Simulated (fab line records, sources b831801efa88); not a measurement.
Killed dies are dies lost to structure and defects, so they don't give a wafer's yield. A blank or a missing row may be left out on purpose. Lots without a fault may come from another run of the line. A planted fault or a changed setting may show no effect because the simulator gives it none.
Tool commonality check | flow sky130 | 14 lots, 42 wafers sampled

WHY IT WAS OPENED
At SKY_NWELL_TW_MEAS_15 the reading NWELL_TW is flagged on 2 of 14 lots. Wafers without a fault read 1822, standard deviation 21.
Rule: a lot is flagged when every wafer of it that has a number lies more than 4 standard deviations from that mean, or none has a number. The other lots count as sound.

lot  | measured    | on            | NWELL_TW, wafer by wafer | flag
L221 | day 4 14:10 | film_metro-02 | 1815 1814 1821           |
L222 | day 4 22:11 | film_metro-01 | 1802 1799 1814           |
L223 | day 4 23:31 | film_metro-01 | 1804 1806 1815           |
L224 | day 5 03:03 | film_metro-04 | 1843 1839 1843           |
L225 | day 6 01:53 | film_metro-04 | 1854 1852 1839           |
L226 | day 6 12:52 | film_metro-04 | 1855 1839 1842           |
L229 | day 6 21:57 | film_metro-01 | 1800 1803 1800           |
L233 | day 7 13:43 | film_metro-02 | 1800 1809 1809           |
L234 | day 7 22:51 | film_metro-01 | 1800 1805 1800           |
L237 | day 8 10:57 | film_metro-04 | 31 30 31                 | FLAGGED
L238 | day 8 15:49 | film_metro-04 | 30 30 30                 | FLAGGED
L239 | day 8 20:51 | film_metro-04 | 1834 1836 1842           |
L243 | day 9 22:23 | film_metro-01 | 1784 1803 1786           |
L242 | day 9 22:43 | film_metro-04 | 1841 1837 1837           |
The numbers of the flagged lots are 30 on average: -1792 against the usual, or -85 standard deviations.

WHICH TOOL RAN EACH LOT
The record holds 2 process steps before the reading, out of a route of 708 steps. In each cell: the tool, then ch and the chambers that the sampled wafers went through, then the start.
lot  | flag    | SKY_PWDE_STRIP_09                   | SKY_NWELL_STRIP_14
L221 |         | plasma_asher-04 ch 0,1, day 3 21:32 | plasma_asher-04 ch 0,1, day 4 14:05
L222 |         | plasma_asher-01 ch 0,1, day 4 05:18 | plasma_asher-04 ch 0,1, day 4 22:05
L223 |         | plasma_asher-02 ch 0,1, day 4 06:59 | plasma_asher-03 ch 0,1, day 4 23:26
L224 |         | plasma_asher-04 ch 0,1, day 4 10:36 | plasma_asher-04 ch 0,1, day 5 02:57
L225 |         | plasma_asher-01 ch 0,1, day 5 06:50 | plasma_asher-02 ch 0,1, day 6 01:47
L226 |         | plasma_asher-01 ch 0,1, day 5 17:26 | plasma_asher-02 ch 0,1, day 6 12:46
L229 |         | plasma_asher-01 ch 0,1, day 6 01:35 | plasma_asher-02 ch 0,1, day 6 21:51
L233 |         | plasma_asher-01 ch 0,1, day 6 17:56 | plasma_asher-02 ch 0,1, day 7 13:38
L234 |         | plasma_asher-04 ch 1, day 7 02:39   | plasma_asher-03 ch 1, day 7 22:44
L237 | FLAGGED | plasma_asher-04 ch 0,1, day 7 13:44 | plasma_asher-04 ch 0,1, day 8 10:51
L238 | FLAGGED | plasma_asher-02 ch 0,1, day 7 18:23 | plasma_asher-03 ch 0,1, day 8 15:43
L239 |         | plasma_asher-04 ch 0,1, day 7 23:18 | plasma_asher-02 ch 0,1, day 8 20:44
L243 |         | plasma_asher-02 ch 0,1, day 8 23:35 | plasma_asher-04 ch 0,1, day 9 22:16
L242 |         | plasma_asher-04 ch 0, day 8 23:56   | plasma_asher-03 ch 0,1, day 9 22:36
What these steps do:
- SKY_PWDE_STRIP_09: strips in O2/N2.
- SKY_NWELL_STRIP_14: strips in O2/N2.
- SKY_NWELL_TW_MEAS_15

FLAGGED OVER TOTAL, TOOL BY TOOL (the gauges that took the reading come last)
step                 | tool            | lots run | flagged | share of the flagged lots | sound lots run after its first flagged lot
SKY_PWDE_STRIP_09    | plasma_asher-01 | 5        | 0       | none                      | -
SKY_PWDE_STRIP_09    | plasma_asher-02 | 3        | 1       | some                      | 1 (L243)
SKY_PWDE_STRIP_09    | plasma_asher-04 | 6        | 1       | some                      | 2 (L239,L242)
SKY_NWELL_STRIP_14   | plasma_asher-02 | 5        | 0       | none                      | -
SKY_NWELL_STRIP_14   | plasma_asher-03 | 4        | 1       | some                      | 1 (L242)
SKY_NWELL_STRIP_14   | plasma_asher-04 | 5        | 1       | some                      | 1 (L243)
SKY_NWELL_TW_MEAS_15 | film_metro-01   | 5        | 0       | none                      | -
SKY_NWELL_TW_MEAS_15 | film_metro-02   | 2        | 0       | none                      | -
SKY_NWELL_TW_MEAS_15 | film_metro-04   | 7        | 2       | all                       | 2 (L239,L242)

WHAT THE TABLE ALLOWS
1 row of the table ran every flagged lot: film_metro-04 at SKY_NWELL_TW_MEAS_15.
- film_metro-04 at SKY_NWELL_TW_MEAS_15: 2 of its 7 lots flagged. Sound lots ran on it after the first flagged one (L239, L242), which a lasting fault on the whole tool wouldn't allow.
No row of the table ran every flagged lot and no sound lot after the first.

WHAT THE SIMULATOR HAD PUT IN
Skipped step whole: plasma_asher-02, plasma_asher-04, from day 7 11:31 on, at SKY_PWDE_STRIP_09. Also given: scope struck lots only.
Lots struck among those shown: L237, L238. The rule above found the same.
